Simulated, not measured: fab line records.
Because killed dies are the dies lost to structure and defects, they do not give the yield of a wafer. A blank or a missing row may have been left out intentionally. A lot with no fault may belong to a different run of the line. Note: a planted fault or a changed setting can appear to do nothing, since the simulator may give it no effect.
Which tool was responsible? | flow sky130 | Sampling: 13 lots, 39 wafers, 3 of 708 route steps

== WHAT THE GAUGES SHOWED, per wafer ==
SKY_SONOS_TUNNEL_CD_MEAS_07 targets a cd of 410 nm. Usual: cdNm 409.7 nm, standard deviation 2.4.
lot  | measured     | on       | cdNm (nm)         | flag
L969 | day 12 02:38 | cdSem-02 | 408.0 407.2 409.7 | 
L970 | day 12 13:44 | cdSem-02 | 409.8 408.8 408.7 | 
L975 | day 13 22:01 | cdSem-02 | 412.0 411.8 414.5 | 
L976 | day 14 07:29 | cdSem-02 | 412.1 411.4 410.1 | 
L981 | day 16 08:34 | cdSem-02 | 406.0 406.3 406.5 | 
L982 | day 16 15:01 | cdSem-02 | 411.2 410.7 412.6 | 
L983 | day 16 22:37 | cdSem-01 | 411.9 412.1 409.8 | 
L984 | day 17 00:35 | cdSem-02 | 408.0 407.7 408.9 | 
L985 | day 17 09:11 | cdSem-01 | 410.3 411.1 410.9 | 
L986 | day 17 22:23 | cdSem-01 | 411.6 413.1 411.8 | 
L987 | day 18 04:17 | cdSem-02 | 406.8 408.4 407.0 | 
L988 | day 18 13:38 | cdSem-01 | 407.1 406.8 408.2 | 
L990 | day 19 01:47 | cdSem-02 | 412.9 411.9 412.4 | 

SKY_SONOS_TUNNEL_TW_MEAS_12. Usual: SONOS_TUNNEL_TW 199.0, standard deviation 1.6.
lot  | measured     | on           | SONOS_TUNNEL_TW   | flag
L969 | day 12 03:13 | filmMetro-01 | 200.6 199.8 199.8 | 
L970 | day 12 14:19 | filmMetro-03 | 199.2 198.7 199.8 | 
L975 | day 13 22:37 | filmMetro-02 | 198.9 198.9 200.3 | 
L976 | day 14 08:05 | filmMetro-03 | 196.4 196.3 196.5 | 
L981 | day 16 09:09 | filmMetro-02 | 202.0 202.9 202.0 | 
L982 | day 16 15:34 | filmMetro-01 | 198.3 199.1 198.5 | 
L983 | day 16 23:11 | filmMetro-03 | 197.3 197.7 196.7 | 
L984 | day 17 01:09 | filmMetro-03 | 199.1 199.4 198.7 | 
L985 | day 17 09:46 | filmMetro-03 | 199.2 199.0 199.2 | 
L986 | day 17 22:56 | filmMetro-03 | 199.2 198.5 198.9 | 
L987 | day 18 04:56 | filmMetro-03 | 196.6 196.7 197.1 | 
L988 | day 18 14:13 | filmMetro-01 | 199.4 199.4 199.4 | 
L990 | day 19 02:21 | filmMetro-03 | 199.6 199.6 199.3 | 

== EACH LOT AND THE TOOL THAT RAN IT (in order: tool; ch and the chambers of the sampled wafers; start) ==
lot  | SKY_VT_ADJUST_LVTN_STRIP_20
L969 | plasmaAsher-04 ch 0,1, day 8 08:05
L970 | plasmaAsher-01 ch 0,1, day 8 15:58
L975 | plasmaAsher-01 ch 0,1, day 9 20:13
L976 | plasmaAsher-01 ch 0,1, day 10 04:12
L981 | plasmaAsher-04 ch 0,1, day 11 23:47
L982 | plasmaAsher-01 ch 0,1, day 12 04:25
L983 | plasmaAsher-01 ch 0,1, day 12 11:26
L984 | plasmaAsher-01 ch 0,1, day 12 13:11
L985 | plasmaAsher-02 ch 0,1, day 12 20:13
L986 | plasmaAsher-02 ch 0,1, day 13 07:17
L987 | plasmaAsher-04 ch 0,1, day 13 13:53
L988 | plasmaAsher-04 ch 0,1, day 13 19:53
L990 | plasmaAsher-01 ch 0,1, day 14 06:53
- SKY_VT_ADJUST_LVTN_STRIP_20: strips in O2/N2.

== AS READ BY THE TOOLS THEMSELVES (means over the sampled wafers that have a number; for cases with no such wafer, the mark the record gives instead) ==
SKY_VT_ADJUST_LVTN_STRIP_20. Usual: drypumpMotorCurrentA 6.0 A, standard deviation 0.53; o2FlowSccm 3001 sccm, standard deviation 8.9; oesProductAu 0.715 a.u., standard deviation 0.0045; stripTimeToEndpointS 14.17 s, standard deviation 0.044.
lot  | tool           | drypumpMotorCurrentA (A) | o2FlowSccm (sccm) | oesProductAu (a.u.) | stripTimeToEndpointS (s) | flag
L969 | plasmaAsher-04 | 6.4                      | 3009              | 0.721               | 14.15                    | 
L970 | plasmaAsher-01 | 5.8                      | 3000              | 0.713               | 14.19                    | 
L975 | plasmaAsher-01 | 5.8                      | 2994              | 0.716               | 14.16                    | 
L976 | plasmaAsher-01 | 5.8                      | 3006              | 0.711               | 14.12                    | 
L981 | plasmaAsher-04 | 6.4                      | 3000              | 0.717               | 14.19                    | 
L982 | plasmaAsher-01 | 5.8                      | 2995              | 0.717               | 14.16                    | 
L983 | plasmaAsher-01 | 5.8                      | 3004              | 0.716               | 14.23                    | 
L984 | plasmaAsher-01 | 5.8                      | 3002              | 0.717               | 14.17                    | 
L985 | plasmaAsher-02 | 5.5                      | 2999              | 0.716               | 14.14                    | 
L986 | plasmaAsher-02 | 6.0                      | 3009              | 0.715               | 14.28                    | 
L987 | plasmaAsher-04 | 6.5                      | 3005              | 0.719               | 14.18                    | 
L988 | plasmaAsher-04 | 6.4                      | 3006              | 0.714               | 14.12                    | 
L990 | plasmaAsher-01 | 5.8                      | 3002              | 0.717               | 14.17                    | 

== THE ANSWER, worked out from the rows above alone ==
Rule: a lot counts as off when the mean over its wafers that have a number is more than 3 standard deviations away from the usual mean. A lot without any number at a reading at which 4 lots or more have one is off too. The other lots that the step has rows for count as sound. After the gauges, taken in route order, come the tools' own readings; for these a lot's mean is taken, as printed above. The first step at which some lot is off is used, and at that step the reading that is off furthest; a lot without a number counts as furthest.
Across all readings shown, no lot is off: no conclusion can be drawn from this.

== WHAT WAS PUT IN BY THE SIMULATOR ==
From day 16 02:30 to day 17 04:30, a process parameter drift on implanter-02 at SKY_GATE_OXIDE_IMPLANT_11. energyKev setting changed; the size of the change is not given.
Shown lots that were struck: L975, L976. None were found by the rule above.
